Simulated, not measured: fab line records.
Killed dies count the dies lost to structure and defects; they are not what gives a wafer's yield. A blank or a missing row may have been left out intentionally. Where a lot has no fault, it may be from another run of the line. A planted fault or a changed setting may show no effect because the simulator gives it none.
What tool caused it?	flow gf180mcu	7 lots (21 wafers sampled), 1 step of a 602-step route

## WHAT THE GAUGES SHOWED, per wafer
GF_STI_BOW_MEAS_00.
lot	measured	on	INCOMING_BOW (um)
L958	day 1 20:00	film metro-01	-8 1 4
L961	day 2 11:01	film metro-04	6 -3 -2
L963	day 2 21:02	film metro-04	6 -2 -4
L965	day 3 07:00	film metro-01	-5 6 -2
L968	day 3 22:00	film metro-01	-2 1 4
L974	day 5 04:01	film metro-03	-1 10 -6
L978	day 6 00:01	film metro-01	-9 3 -1

## EACH LOT AND THE TOOL THAT RAN IT (in order: tool; ch and the chambers of the sampled wafers; start)
No process step before these readings appears in the record.

## THE ANSWER, worked out from the rows above alone
Rule: usual is defined by the lots themselves. The widest of any qualifying gaps counts: lots, ordered by their means at a reading, are off when they make up no more than a third of the lots, leave a main group of 4 or more, and stand apart from it by 3 or more times the standard deviation of that group's means. If all means in a main group match to the digits the tables above print for the reading, that group is not used. Also off: a lot with no number at a reading for which 4 or more lots have one. All remaining lots with rows at the step are treated as sound.
None of the lots is off at any reading shown; this tells nothing.

## WHAT HAD BEEN PUT IN BY THE SIMULATOR
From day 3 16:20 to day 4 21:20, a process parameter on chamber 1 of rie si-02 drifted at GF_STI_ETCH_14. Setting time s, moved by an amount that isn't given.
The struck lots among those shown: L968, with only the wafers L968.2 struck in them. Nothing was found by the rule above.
